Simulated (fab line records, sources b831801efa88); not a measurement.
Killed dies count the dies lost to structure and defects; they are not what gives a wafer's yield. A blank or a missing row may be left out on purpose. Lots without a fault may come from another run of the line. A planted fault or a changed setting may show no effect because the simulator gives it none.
Which tool was responsible? -- flow sky130 -- 24 lots with 72 wafers sampled at 5 steps, on a route of 708 steps

## WHAT THE GAUGES SHOWED, per wafer
SKY_VT_ADJUST_NCORE_OVL_MEAS_08. Usual: VT_ADJUST_NCORE_OVL -1.1 nm, standard deviation 1.2.
lot,measured,on,VT_ADJUST_NCORE_OVL (nm),flag
L074,day 8 09:26,overlay-01,-0.7 -1.3 -1.6,
L075,day 8 10:45,overlay-02,-3.6 -2.4 -0.5,
L076,day 9 01:56,overlay-02,-1.9 -1.8 -1.0,
L077,day 9 19:56,overlay-01,-1.6 -0.9 -1.0,
L078,day 9 23:08,overlay-02,-1.3 -0.3 -0.7,
L080,day 10 08:44,overlay-02,-0.7 -1.2 1.1,
L079,day 10 09:35,overlay-02,-2.5 -2.6 -2.8,
L081,day 10 15:14,overlay-02,-0.7 -2.6 1.8,
L082,day 11 00:17,overlay-01,-1.4 -1.3 -0.3,
L083,day 11 03:26,overlay-02,-0.5 -2.9 -0.4,
L084,day 11 12:41,overlay-02,-0.9 -1.7 -1.7,
L085,day 11 17:35,overlay-01,0.4 1.4 -1.0,
L086,day 12 01:08,overlay-02,-0.1 0.8 -1.9,
L087,day 12 05:58,overlay-02,-2.1 -1.1 -0.3,
L088,day 12 11:38,overlay-02,0.0 -1.8 -2.3,
L089,day 12 17:30,overlay-01,-0.9 0.0 -2.3,
L090,day 13 03:41,overlay-01,-4.0 0.1 -2.5,
L091,day 13 07:41,overlay-02,-1.4 0.2 -0.4,
L092,day 13 15:32,overlay-02,0.1 -1.1 1.3,
L093,day 14 07:06,overlay-02,-4.7 -1.6 -1.7,
L095,day 15 01:45,overlay-02,-0.2 -2.2 -1.6,
L094,day 15 04:44,overlay-02,-1.8 0.1 0.1,
L096,day 15 06:14,overlay-02,-0.6 -0.9 1.4,
L097,day 15 10:41,overlay-01,-0.1 -0.3 -1.2,

SKY_LDD_HVP_OVL_MEAS_07. Usual: LDD_HVP_OVL -0.6 nm, standard deviation 1.4.
lot,measured,on,LDD_HVP_OVL (nm),flag
L074,day 21 06:55,overlay-01,1.2 1.2 0.3,
L075,day 21 06:19,overlay-01,-2.2 -2.4 -0.6,
L076,day 22 01:31,overlay-01,0.8 -0.7 -0.9,
L077,day 22 23:31,overlay-01,-1.0 -0.4 -1.0,
L078,day 23 06:33,overlay-02,-1.8 -1.3 -2.0,
L080,day 23 20:28,overlay-01,-0.2 -0.1 -2.5,
L079,day 23 22:34,overlay-01,-1.2 -1.8 -1.8,
L081,day 24 05:10,overlay-02,-0.2 0.1 -1.2,
L082,day 24 09:30,overlay-01,-1.7 -0.6 -1.8,
L083,day 24 22:25,overlay-02,2.2 1.0 0.9,
L084,day 25 12:22,overlay-01,-3.0 0.5 0.7,
L085,day 25 12:31,overlay-02,1.0 -1.6 -0.9,
L086,day 26 02:18,overlay-02,-1.1 -2.2 -2.6,
L087,day 26 08:50,overlay-01,-2.6 -1.0 -1.3,
L088,day 26 15:22,overlay-02,3.3 2.4 0.1,
L089,day 26 17:43,overlay-02,-1.5 -2.0 -0.2,
L090,day 27 04:09,overlay-01,-0.1 1.4 0.2,
L091,day 27 10:12,overlay-02,0.7 -1.1 1.1,
L092,day 28 01:46,overlay-01,0.6 1.1 2.1,
L093,day 29 01:09,overlay-02,-0.9 -2.2 1.6,
L095,day 29 12:40,overlay-02,-0.1 -2.9 -2.0,
L094,day 29 13:45,overlay-02,-1.8 -0.8 -0.9,
L096,day 29 11:45,overlay-01,0.7 -1.2 -1.6,
L097,day 29 17:43,overlay-01,-3.0 0.4 -1.6,

SKY_SD_P_OVL_MEAS_08. Usual: SD_P_OVL -0.3 nm, standard deviation 1.5.
lot,measured,on,SD_P_OVL (nm),flag
L074,day 25 03:14,overlay-01,-1.6 -2.7 -0.3,
L075,day 25 01:11,overlay-02,-1.3 -1.3 -3.2,
L076,day 25 22:23,overlay-01,-1.6 1.5 0.2,
L077,day 26 19:16,overlay-02,0.8 0.9 -2.1,
L078,day 27 02:46,overlay-01,0.7 0.3 0.0,
L080,day 27 14:41,overlay-01,0.1 -1.0 -0.7,
L079,day 27 15:57,overlay-02,-1.0 -1.7 -1.4,
L081,day 27 23:38,overlay-01,-0.3 -0.1 0.1,
L082,day 28 02:49,overlay-02,1.6 1.5 -0.2,
L083,day 28 15:16,overlay-02,-0.9 -2.4 -0.2,
L084,day 29 06:02,overlay-01,-1.9 1.3 0.6,
L085,day 29 06:59,overlay-02,-1.7 -2.0 -0.9,
L086,day 29 17:41,overlay-02,-0.8 -0.9 -0.2,
L087,day 30 01:49,overlay-01,-0.3 1.5 -1.6,
L088,day 30 06:31,overlay-01,1.3 -1.3 0.4,
L089,day 30 09:08,overlay-02,1.2 0.6 0.3,
L090,day 30 19:28,overlay-01,1.0 -0.2 1.2,
L091,day 31 02:02,overlay-01,0.4 -2.3 0.4,
L092,day 31 16:14,overlay-02,2.2 1.6 2.2,
L093,day 32 13:29,overlay-01,2.0 -0.6 1.1,
L095,day 32 22:50,overlay-01,-1.6 -1.0 -1.6,
L094,day 33 02:43,overlay-01,-3.1 -3.1 -1.7,
L096,day 32 23:07,overlay-02,0.6 0.5 -1.2,
L097,day 33 06:17,overlay-02,-1.1 -0.9 -0.9,

SKY_SD_N_RS_MEAS_17: the measuring method here is four-point-probe. Usual: SD_P_RS 147.2 ohm/sq, standard deviation 0.36.
lot,measured,on,SD_P_RS (ohm/sq),flag
L074,day 27 15:11,film metro-03,147.3 147.5 147.4,
L075,day 27 13:05,film metro-03,147.4 147.4 147.3,
L076,day 28 08:46,film metro-01,147.1 147.1 146.8,
L077,day 29 04:37,film metro-02,146.9 146.7 147.3,
L078,day 29 12:55,film metro-02,147.9 148.0 147.5,
L080,day 30 00:21,film metro-02,147.2 147.4 147.4,
L079,day 30 02:04,film metro-03,147.3 147.1 146.6,
L081,day 30 09:23,film metro-03,147.3 147.5 147.0,
L082,day 30 12:07,film metro-03,147.8 147.2 147.4,
L083,day 31 00:59,film metro-02,147.5 147.1 147.3,
L084,day 31 13:59,film metro-01,147.2 147.3 147.3,
L085,day 31 15:46,film metro-03,147.9 147.4 147.8,
L086,day 32 01:23,film metro-03,148.0 147.5 147.7,
L087,day 32 09:38,film metro-03,147.3 147.4 147.4,
L088,day 32 14:22,film metro-01,146.7 147.0 146.7,
L089,day 32 15:41,film metro-03,147.3 147.5 147.5,
L090,day 33 02:44,film metro-03,146.8 146.6 146.4,
L091,day 33 08:32,film metro-02,146.8 147.4 146.5,
L092,day 33 21:56,film metro-03,147.4 147.2 148.1,
L093,day 34 20:17,film metro-01,147.3 147.4 147.2,
L095,day 35 04:21,film metro-02,146.9 147.1 146.6,
L094,day 35 08:31,film metro-03,147.0 147.3 146.7,
L096,day 35 05:01,film metro-03,146.5 146.8 146.8,
L097,day 35 11:32,film metro-01,147.3 147.2 147.1,

SKY_LI_CONTACT_CD_MEAS_12: the cd target is 170 nm. Usual: cd nm 170.5 nm, standard deviation 1.7.
lot,measured,on,cd nm (nm),flag
L074,day 28 21:02,cd sem-01,170.7 169.6 171.2,
L075,day 28 18:26,cd sem-02,173.0 171.3 171.0,
L076,day 29 14:10,cd sem-02,169.2 170.1 169.8,
L077,day 30 09:21,cd sem-01,168.7 169.1 170.2,
L078,day 30 17:24,cd sem-01,172.5 172.5 171.2,
L080,day 31 04:41,cd sem-02,168.8 168.1 167.0,
L079,day 31 05:59,cd sem-02,172.6 171.7 173.0,
L081,day 31 14:01,cd sem-02,171.9 169.9 170.5,
L082,day 31 16:42,cd sem-01,170.7 170.9 171.9,
L083,day 32 05:07,cd sem-01,172.6 172.5 173.1,
L084,day 32 17:28,cd sem-01,169.1 170.6 171.0,
L085,day 32 18:57,cd sem-01,172.2 172.3 172.2,
L086,day 33 05:22,cd sem-01,167.9 168.9 168.6,
L087,day 33 13:07,cd sem-01,167.9 168.6 169.5,
L088,day 33 17:43,cd sem-01,170.6 170.6 170.4,
L089,day 33 18:59,cd sem-02,170.5 171.2 170.0,
L090,day 34 06:22,cd sem-01,168.7 170.4 170.7,
L091,day 34 10:46,cd sem-01,170.0 171.0 170.4,
L092,day 35 00:32,cd sem-02,174.5 174.0 173.3,
L093,day 35 23:46,cd sem-01,169.4 169.1 167.3,
L095,day 36 07:32,cd sem-01,171.3 171.8 170.7,
L094,day 36 11:43,cd sem-02,169.1 169.0 168.4,
L096,day 36 08:15,cd sem-02,168.2 167.9 168.4,
L097,day 36 14:59,cd sem-01,174.3 174.3 174.3,

## EACH LOT AND THE TOOL THAT RAN IT (in order: tool; ch and the chambers of the sampled wafers; start)
No process step before these readings appears in the record.

## AS READ BY THE TOOLS THEMSELVES (means over the sampled wafers that have a number; for cases with no such wafer, the mark the record gives instead)
The record holds no such reading with a usual standard deviation.

## THE ANSWER, worked out from the rows above alone
Rule: a lot is off if the mean of its wafers that have a number lies more than 3 standard deviations from the usual mean. Also off: a lot with no number at a reading for which 4 or more lots have one. The other lots that the step has rows for count as sound. After the gauges, taken in route order, come the tools' own readings; for these a lot's mean is taken, as printed above. At the first step where some lot is off, the reading lying furthest off is the one used; lots without a number count as furthest.
No lot is off on any of the readings shown, so nothing can be concluded from this.

## WHAT WAS PUT IN BY THE SIMULATOR
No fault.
